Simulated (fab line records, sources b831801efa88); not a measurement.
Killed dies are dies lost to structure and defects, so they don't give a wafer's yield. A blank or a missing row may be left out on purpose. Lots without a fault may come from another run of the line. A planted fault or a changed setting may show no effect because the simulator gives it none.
Which tool did it? | flow sky130 | 15 lots, 45 wafers sampled, at 2 steps of a route of 708

WHAT THE GAUGES READ, wafer by wafer
SKY_VT_ADJUST_NCORE_TW_MEAS_11. Usual: VT_ADJUST_NCORE_TW 219.6, standard deviation 2.9.
lot  | measured     | on            | VT_ADJUST_NCORE_TW                  | flag
L372 | day 8 06:19  | film_metro-01 | 220.5 220.7 221.6                   |
L373 | day 8 14:23  | film_metro-03 | 217.0 216.9 215.8                   |
L376 | day 9 14:25  | film_metro-03 | 215.9 215.9 215.0                   |
L377 | day 10 01:31 | film_metro-03 | 215.8 216.7 216.7                   |
L378 | day 10 05:13 | film_metro-01 | 221.5 220.5 221.2                   |
L380 | day 10 15:05 | film_metro-01 | 220.2 220.1 220.6                   |
L381 | day 11 11:10 | film_metro-02 | 221.9 222.9 222.5                   |
L383 | day 11 16:47 | film_metro-02 | 222.2 221.9 222.7                   |
L384 | day 11 22:56 | film_metro-02 | 221.6 223.0 222.2                   |
L385 | day 12 03:47 | film_metro-03 | 217.2 217.7 217.3                   |
L386 | day 12 11:28 | film_metro-02 | 222.2 224.0 222.6                   |
L391 | day 14 17:49 | film_metro-02 | 222.0 222.2 223.2                   |
L393 | day 15 00:16 | film_metro-03 | 205.3 204.9 205.0 204.7 205.7 204.9 | OFF
L395 | day 15 10:02 | film_metro-03 | 204.8 205.8 204.8 205.4 204.4 204.9 | OFF
L394 | day 15 11:41 | film_metro-01 | 207.4 208.3 208.3 208.7 208.7 208.5 | OFF

WHICH TOOL RAN EACH LOT (tool, then ch and the chambers of the sampled wafers, then the start)
lot  | SKY_VT_ADJUST_NCORE_IMPLANT_09
L372 | implanter-01 ch 0, day 8 06:04
L373 | implanter-02 ch 0, day 8 14:08
L376 | implanter-04 ch 0, day 9 14:10
L377 | implanter-04 ch 0, day 10 01:16
L378 | implanter-02 ch 0, day 10 04:58
L380 | implanter-01 ch 0, day 10 14:50
L381 | implanter-01 ch 0, day 11 10:56
L383 | implanter-01 ch 0, day 11 16:32
L384 | implanter-02 ch 0, day 11 22:42
L385 | implanter-01 ch 0, day 12 03:32
L386 | implanter-02 ch 0, day 12 11:13
L391 | implanter-04 ch 0, day 14 17:34
L393 | implanter-04 ch 0, day 15 00:02
L395 | implanter-04 ch 0, day 15 09:47
L394 | implanter-04 ch 0, day 15 11:26
- SKY_VT_ADJUST_NCORE_IMPLANT_09

WHAT THE TOOLS THEMSELVES READ (means of the sampled wafers that have a number; where no wafer has one, the mark that the record gives instead)
SKY_VT_ADJUST_NCORE_IMPLANT_09. Usual: beam_energy_keV 9.9995, standard deviation 0.0029.
lot  | tool         | beam_energy_keV | flag
L372 | implanter-01 | 10.0014         |
L373 | implanter-02 | 10.0016         |
L376 | implanter-04 | 10.0027         |
L377 | implanter-04 | 10.0043         |
L378 | implanter-02 | 9.9968          |
L380 | implanter-01 | 9.9982          |
L381 | implanter-01 | 10.0037         |
L383 | implanter-01 | 9.9981          |
L384 | implanter-02 | 9.9981          |
L385 | implanter-01 | 9.9971          |
L386 | implanter-02 | 9.9969          |
L391 | implanter-04 | 9.9987          |
L393 | implanter-04 | 7.7516          | OFF
L395 | implanter-04 | 7.7530          | OFF
L394 | implanter-04 | 7.7567          | OFF

THE ANSWER, worked out from the rows above alone
Rule: a lot is off if the mean of its wafers that have a number lies more than 3 standard deviations from the usual mean. A lot without any number at a reading at which 4 lots or more have one is off too. The other lots that the step has rows for count as sound. The gauges are gone through in route order, then the tools' own readings, and for those a lot's mean is taken as printed above. The first step at which some lot is off is used, and at that step the reading that is off furthest; a lot without a number counts as furthest.
Off: L393, L395, L394, at SKY_VT_ADJUST_NCORE_TW_MEAS_11 (VT_ADJUST_NCORE_TW).
A tool fits if, at a process step before that reading, it ran every lot that is off, and no sound lot after the first of them. The gauges at SKY_VT_ADJUST_NCORE_TW_MEAS_11 aren't tried: what is off there is off at SKY_VT_ADJUST_NCORE_IMPLANT_09 too, on other tools, and a gauge's error can't cause that. One fits: implanter-04 at SKY_VT_ADJUST_NCORE_IMPLANT_09. Its last sound lot is L391 (day 14 17:34), its first lot that is off L393 (day 15 00:02): a fault that began between those two fits.
The tool's own readings at SKY_VT_ADJUST_NCORE_IMPLANT_09 bear it out: on the lots that are off they differ by more than 5 times the standard deviation of the sound lots' means. beam_energy_keV reads 7.7538 there against 9.9998 on the sound lots.

WHAT THE SIMULATOR HAD PUT IN
Process parameter drift: implanter-04, from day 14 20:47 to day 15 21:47, at SKY_VT_ADJUST_NCORE_IMPLANT_09. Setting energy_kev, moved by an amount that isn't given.
Lots struck among those shown: L393, L395, L394. The rule above found the same.
